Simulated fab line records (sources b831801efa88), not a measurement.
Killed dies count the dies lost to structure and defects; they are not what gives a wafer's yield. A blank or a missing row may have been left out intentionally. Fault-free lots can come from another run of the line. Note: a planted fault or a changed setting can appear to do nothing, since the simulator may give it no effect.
The tool behind it: which one? -- flow sky130 -- 6 lots, 18 wafers sampled, at 3 steps of a route of 708

WHAT THE GAUGES READ, wafer by wafer
SKY_SD_P_CD_MEAS_07: target cd 380 nm.
lot,measured,on,cd_nm (nm)
L548,day 25 22:51,cd_sem-02,382.9 381.3 383.5
L551,day 26 20:20,cd_sem-02,380.3 380.7 380.9
L564,day 31 09:53,cd_sem-02,381.0 378.6 377.7
L566,day 31 18:53,cd_sem-01,385.8 383.4 383.2
L568,day 32 13:06,cd_sem-02,380.5 381.2 377.5
L570,day 33 00:36,cd_sem-02,382.9 381.8 380.1

TOOL THAT RAN EACH LOT (tool first, then ch and the chambers of the sampled wafers, then the start)
lot,SKY_LDD_N_STRIP_16,SKY_SD_P_EXPOSE_04
L548,"plasma_asher-03 ch 0,1, day 18 04:02","iline_stepper-02 ch 0, day 25 08:33"
L551,"plasma_asher-02 ch 0,1, day 19 02:01","iline_stepper-02 ch 0, day 26 05:46"
L564,"plasma_asher-01 ch 0,1, day 23 23:05","iline_stepper-01 ch 0, day 30 19:56"
L566,"plasma_asher-03 ch 0,1, day 24 12:49","iline_stepper-02 ch 0, day 31 05:48"
L568,"plasma_asher-03 ch 0,1, day 25 05:32","iline_stepper-01 ch 0, day 31 23:48"
L570,"plasma_asher-01 ch 0,1, day 25 22:05","iline_stepper-02 ch 0, day 32 12:03"
- SKY_LDD_N_STRIP_16: strips in O2/N2.
- SKY_SD_P_EXPOSE_04: exposes mask PSDM, target cd 380 nm.

THE ANSWER, worked out from the rows above alone
Rule: what is usual is taken from the lots themselves. Put in order of their means at a reading, lots are off if they are a third of the lots or fewer, leave a main group of 4 or more, and stand apart from it by a gap of 3 or more times the standard deviation of the main group's means; of several such gaps the widest counts. The tables above print the reading to a certain number of digits; a main group whose means all agree to those digits is not used. A lot without any number at a reading at which 4 lots or more have one is off too. Where the step has rows for the other lots, those lots are counted as sound.
None of the lots is off at any reading shown; this tells nothing.

WHAT THE SIMULATOR HAD INSERTED
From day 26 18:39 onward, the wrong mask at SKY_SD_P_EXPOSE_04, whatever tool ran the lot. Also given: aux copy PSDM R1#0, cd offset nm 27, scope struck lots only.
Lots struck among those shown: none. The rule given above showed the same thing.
